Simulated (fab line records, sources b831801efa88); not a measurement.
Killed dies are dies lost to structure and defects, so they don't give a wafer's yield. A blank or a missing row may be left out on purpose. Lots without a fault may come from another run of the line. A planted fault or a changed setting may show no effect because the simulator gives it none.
Which tool did it? | flow sky130 | 11 lots, 30 wafers sampled, at 6 steps of a route of 708

WHAT THE GAUGES READ, wafer by wafer
SKY_SD_P_OVL_MEAS_08.
lot  | measured     | on         | SD_P_OVL (nm)
L427 | day 26 08:56 | overlay-01 | 0.6 0.2 0.2
L430 | day 27 16:55 | overlay-01 | -2.8 -1.7 -2.9
L432 | day 28 15:33 | overlay-01 | -2.7 -3.1 -0.7
L433 | day 29 07:02 | overlay-02 | 0.8 1.3 -0.6
L434 | day 29 11:02 | overlay-01 | 0.2 0.4 1.0
L436 | day 30 01:25 | overlay-01 | -0.7 -1.0 -1.7
L441 | day 32 02:20 | overlay-01 | -0.5 -0.8 0.8
L438 | day 32 02:41 | overlay-02 | -0.1 1.4 1.4
L446 | day 33 19:02 | overlay-01 | -1.4 -1.1
L447 | day 33 21:10 | overlay-01 | -0.7 0.1
L448 | day 34 02:20 | overlay-02 | -1.8 -0.3

SKY_LI_CONTACT_RS_MEAS_22: measures by four-point-probe.
lot  | measured     | on            | LI_CONTACT_W_RS (ohm/sq)
L427 | day 30 02:31 | film_metro-04 | 0.2861 0.2852 0.2885
L430 | day 31 09:39 | film_metro-04 | 0.2903 0.2866 0.2882
L432 | day 32 07:43 | film_metro-03 | 0.2876 0.2902 0.2875
L433 | day 32 21:10 | film_metro-04 | 0.2874 0.2869 0.2865
L434 | day 33 01:22 | film_metro-03 | 0.2831 0.2849 0.2869
L436 | day 33 12:40 | film_metro-03 | 0.2844 0.2812 0.2834
L441 | day 35 07:37 | film_metro-04 | 0.2842 0.2891 0.2862
L438 | day 35 07:45 | film_metro-02 | 0.2829 0.2864 0.2896
L446 | day 37 00:47 | film_metro-03 | 0.2614 0.2599
L447 | day 37 03:18 | film_metro-02 | 0.2897 0.2632
L448 | day 37 08:04 | film_metro-04 | 0.2872 0.2617

SKY_LI_CONTACT_THK_MEAS_23: measures by xrf.
lot  | measured     | on            | LI_CONTACT_W_THK (nm)
L427 | day 30 02:37 | film_metro-04 | 410 410 402
L430 | day 31 09:46 | film_metro-04 | 399 404 400
L432 | day 32 07:50 | film_metro-03 | 400 395 396
L433 | day 32 21:17 | film_metro-04 | 401 406 402
L434 | day 33 01:29 | film_metro-03 | 407 402 402
L436 | day 33 12:47 | film_metro-03 | 408 411 407
L441 | day 35 07:44 | film_metro-04 | 412 402 410
L438 | day 35 07:52 | film_metro-02 | 404 400 396
L446 | day 37 00:54 | film_metro-03 | 442 444
L447 | day 37 03:25 | film_metro-02 | 402 437
L448 | day 37 08:11 | film_metro-04 | 409 451

WHICH TOOL RAN EACH LOT (tool, then ch and the chambers of the sampled wafers, then the start)
lot  | SKY_SD_N_RTA_14                  | SKY_LI_CONTACT_SPUTTER_19    | SKY_LI_CONTACT_CVD_21
L427 | rtp_anneal-01 ch 0, day 28 20:05 | pvd_sputter-04, day 30 02:14 | cvd_w-01 ch 0,1, day 30 02:22
L430 | rtp_anneal-02 ch 0, day 30 03:20 | pvd_sputter-02, day 31 09:23 | cvd_w-02 ch 0,1, day 31 09:32
L432 | rtp_anneal-02 ch 0, day 31 02:53 | pvd_sputter-02, day 32 07:26 | cvd_w-02 ch 0,1, day 32 07:35
L433 | rtp_anneal-01 ch 0, day 31 16:34 | pvd_sputter-04, day 32 20:53 | cvd_w-02 ch 0,1, day 32 21:01
L434 | rtp_anneal-02 ch 0, day 31 20:59 | pvd_sputter-02, day 33 01:07 | cvd_w-02 ch 0,1, day 33 01:14
L436 | rtp_anneal-02 ch 0, day 32 09:56 | pvd_sputter-03, day 33 12:25 | cvd_w-01 ch 0,1, day 33 12:32
L441 | rtp_anneal-01 ch 0, day 34 03:59 | pvd_sputter-03, day 35 07:21 | cvd_w-01 ch 0,1, day 35 07:29
L438 | rtp_anneal-02 ch 0, day 34 05:05 | pvd_sputter-02, day 35 07:28 | cvd_w-02 ch 0,1, day 35 07:36
L446 | rtp_anneal-02 ch 0, day 35 21:47 | pvd_sputter-03, day 37 00:31 | cvd_w-02 ch 1, day 37 00:38
L447 | rtp_anneal-01 ch 0, day 35 23:51 | pvd_sputter-04, day 37 03:02 | cvd_w-02 ch 0, day 37 03:10
L448 | rtp_anneal-01 ch 0, day 36 05:05 | pvd_sputter-02, day 37 07:41 | cvd_w-02 ch 1, day 37 07:49
- SKY_SD_N_RTA_14: time 2 s.
- SKY_LI_CONTACT_SPUTTER_19: material Ti, target thk 20 nm, time 106.37 s.
- SKY_LI_CONTACT_CVD_21: deposits W, target thk 400 nm, time 120.56 s.

WHAT THE TOOLS THEMSELVES READ (means of the sampled wafers that have a number; where no wafer has one, the mark that the record gives instead)
SKY_SD_N_RTA_14.
lot  | tool          | lamp_power_pct (%) | wafer_temp_C_max
L427 | rtp_anneal-01 | 15.74              | 1077.7
L430 | rtp_anneal-02 | 15.77              | 1077.6
L432 | rtp_anneal-02 | 15.73              | 1078.1
L433 | rtp_anneal-01 | 15.69              | 1077.5
L434 | rtp_anneal-02 | 15.76              | 1078.3
L436 | rtp_anneal-02 | 15.73              | 1077.4
L441 | rtp_anneal-01 | 15.72              | 1075.9
L438 | rtp_anneal-02 | 15.75              | 1077.8
L446 | rtp_anneal-02 | 15.75              | 1077.3
L447 | rtp_anneal-01 | 15.71              | 1079.3
L448 | rtp_anneal-01 | 15.73              | 1077.9

SKY_LI_CONTACT_SPUTTER_19.
lot  | tool           | throttle_valve_pct (%)
L427 | pvd_sputter-04 | 30.0
L430 | pvd_sputter-02 | 30.5
L432 | pvd_sputter-02 | 28.9
L433 | pvd_sputter-04 | 30.6
L434 | pvd_sputter-02 | 30.2
L436 | pvd_sputter-03 | 30.2
L441 | pvd_sputter-03 | 30.1
L438 | pvd_sputter-02 | 29.5
L446 | pvd_sputter-03 | 30.1
L447 | pvd_sputter-04 | 29.2
L448 | pvd_sputter-02 | 30.5

SKY_LI_CONTACT_CVD_21.
lot  | tool     | chamber_pressure_Torr (Torr) | heater_power_w (W)
L427 | cvd_w-01 | 39.95                        | 778
L430 | cvd_w-02 | 40.00                        | 839
L432 | cvd_w-02 | 40.03                        | 912
L433 | cvd_w-02 | 39.99                        | 852
L434 | cvd_w-02 | 39.96                        | 890
L436 | cvd_w-01 | 39.96                        | 786
L441 | cvd_w-01 | 40.01                        | 783
L438 | cvd_w-02 | 40.03                        | 909
L446 | cvd_w-02 | 39.92                        | 791
L447 | cvd_w-02 | 40.06                        | 946
L448 | cvd_w-02 | 40.02                        | 796

THE ANSWER, worked out from the rows above alone
Rule: what is usual is taken from the lots themselves. Put in order of their means at a reading, lots are off if they are a third of the lots or fewer, leave a main group of 4 or more, and stand apart from it by a gap of 3 or more times the standard deviation of the main group's means; of several such gaps the widest counts. A main group whose means are all the same, to the digits that the tables above print for the reading, isn't used. A lot without any number at a reading at which 4 lots or more have one is off too. The other lots that the step has rows for count as sound. The gauges are gone through in route order, then the tools' own readings, and for those a lot's mean is taken as printed above. The first step at which some lot is off is used, and at that step the reading that is off furthest; a lot without a number counts as furthest.
Off: L446, L447, L448, at SKY_LI_CONTACT_RS_MEAS_22 (LI_CONTACT_W_RS). The main group: mean 0.2864 ohm/sq, standard deviation 0.0017.
A tool fits if, at a process step before that reading, it ran every lot that is off, and no sound lot after the first of them. The gauges at SKY_LI_CONTACT_RS_MEAS_22 are tried like those tools. One fits: cvd_w-02 at SKY_LI_CONTACT_CVD_21. Its last sound lot is L438 (day 35 07:36), its first lot that is off L446 (day 37 00:38): a fault that began between those two fits.

WHAT THE SIMULATOR HAD PUT IN
Process parameter drift: cvd_w-02, from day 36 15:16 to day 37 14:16, at SKY_LI_CONTACT_CVD_21. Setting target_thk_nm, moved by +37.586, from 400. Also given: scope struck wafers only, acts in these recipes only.
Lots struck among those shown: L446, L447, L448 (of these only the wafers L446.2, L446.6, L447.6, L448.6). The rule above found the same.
